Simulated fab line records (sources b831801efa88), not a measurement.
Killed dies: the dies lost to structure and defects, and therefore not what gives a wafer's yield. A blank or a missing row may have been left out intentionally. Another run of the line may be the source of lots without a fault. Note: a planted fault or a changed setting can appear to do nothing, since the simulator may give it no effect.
One fault through the eyes of 2 desks / flow sky130 / each desk has only its own numbers; what lay behind them comes last

THE METROLOGY DESK
Means of the sampled wafers that have a number, per lot and without regard to the tool the lot ran on: this is what the gauges read. If a lot's mean is further than 4 standard deviations from the usual mean, the lot is out of limits and carries the mark OUT (the distance appears in the brackets).
Columns: A = SONOS_ONO_CVD_04_THK at SKY_SONOS_ONO_THK_MEAS_05, usual 5.77 nm; B = cd-nm at SKY_POLY_GATE_CD_MEAS_22, usual 149.4 nm; C = SD_N_RS at SKY_SD_N_RS_MEAS_16, usual 68.48 ohm/sq
lot=L540; first seen here=day 11 13:53; A=5.65; B=149.9; C=68.37
lot=L542; first seen here=day 12 06:53; A=5.81; B=149.9; C=68.51
lot=L547; first seen here=day 13 15:28; A=5.57; B=148.9; C=68.52
lot=L549; first seen here=day 14 10:30; A=5.63; B=149.7; C=73.82 (+49) OUT
lot=L551; first seen here=day 15 07:05; A=5.74; B=148.4; C=73.76 (+48) OUT
lot=L553; first seen here=day 17 13:04; A=5.95; B=150.4; C=68.56
lot=L557; first seen here=day 17 13:07; A=5.78; B=150.0; C=68.46
lot=L556; first seen here=day 17 13:09; A=5.97; B=149.1; C=68.48
lot=L559; first seen here=day 18 00:15; A=5.72; B=147.6; C=68.42
lot=L561; first seen here=day 18 14:05; A=5.87; B=148.8; C=68.63
lot=L562; first seen here=day 18 23:40; A=5.77; B=149.9; C=68.55
lot=L563; first seen here=day 19 04:17; A=5.66; B=148.5; C=68.47
This desk's result: L549, L551 out of limits, first on L549 (SD_N_RS at SKY_SD_N_RS_MEAS_16), day 30 20:28. L540, L542, L547, L553, L557, L556, L559, L561, L562, L563 stayed within limits.

AT THE TOOL OWNER'S DESK: rtp-anneal-01
Per lot that ran on this tool, the mean of the sampled wafers carrying a number, from the tool's own readings at SKY_SD_N_RTA_14 (time 2 s). If a lot's mean is further than 4 standard deviations from the usual mean, the lot is out of limits and carries the mark OUT (the distance appears in the brackets).
Columns: A = lamp-power-pct at SKY_SD_N_RTA_14, usual 15.74 %; B = wafer_temp_C_max at SKY_SD_N_RTA_14, usual 1078.1
lot=L542; first seen here=day 28 23:20; A=15.73; B=1078.2
lot=L547; first seen here=day 29 22:33; A=15.70; B=1078.3
lot=L549; first seen here=day 30 20:16; A=14.56 (-22) OUT; B=1077.8
lot=L551; first seen here=day 31 18:56; A=14.54 (-23) OUT; B=1076.6
lot=L556; first seen here=day 34 00:01; A=15.71; B=1077.8
lot=L559; first seen here=day 34 04:37; A=15.71; B=1078.9
lot=L562; first seen here=day 35 21:56; A=15.75; B=1078.4
lot=L563; first seen here=day 35 23:25; A=15.75; B=1079.3
This desk finds L549, L551 out of limits, L549 being first, at day 30 20:16 (lamp-power-pct at SKY_SD_N_RTA_14). L542, L547, L556, L559, L562, L563 stayed within limits.

TAKEN TOGETHER
At day 30 20:16, on L549, L551, the tool owner's desk was in a position to raise an alarm.
At day 30 20:28 the metrology desk could have sounded an alarm, on L549, L551.
Of the lots named, all ran SKY_SD_N_RTA_14 on rtp-anneal-01.

WHAT WAS PUT IN BY THE SIMULATOR
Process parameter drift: rtp-anneal-01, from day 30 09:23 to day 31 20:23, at SKY_SD_N_RTA_14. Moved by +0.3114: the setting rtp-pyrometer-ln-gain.
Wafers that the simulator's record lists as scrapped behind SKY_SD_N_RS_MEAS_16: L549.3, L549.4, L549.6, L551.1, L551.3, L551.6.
Struck lots among those shown: L549, L551.
Delay (hours) between the fault's onset and each desk's first out-of-limits reading: 11 at the tool owner's desk, 11 at the metrology desk.
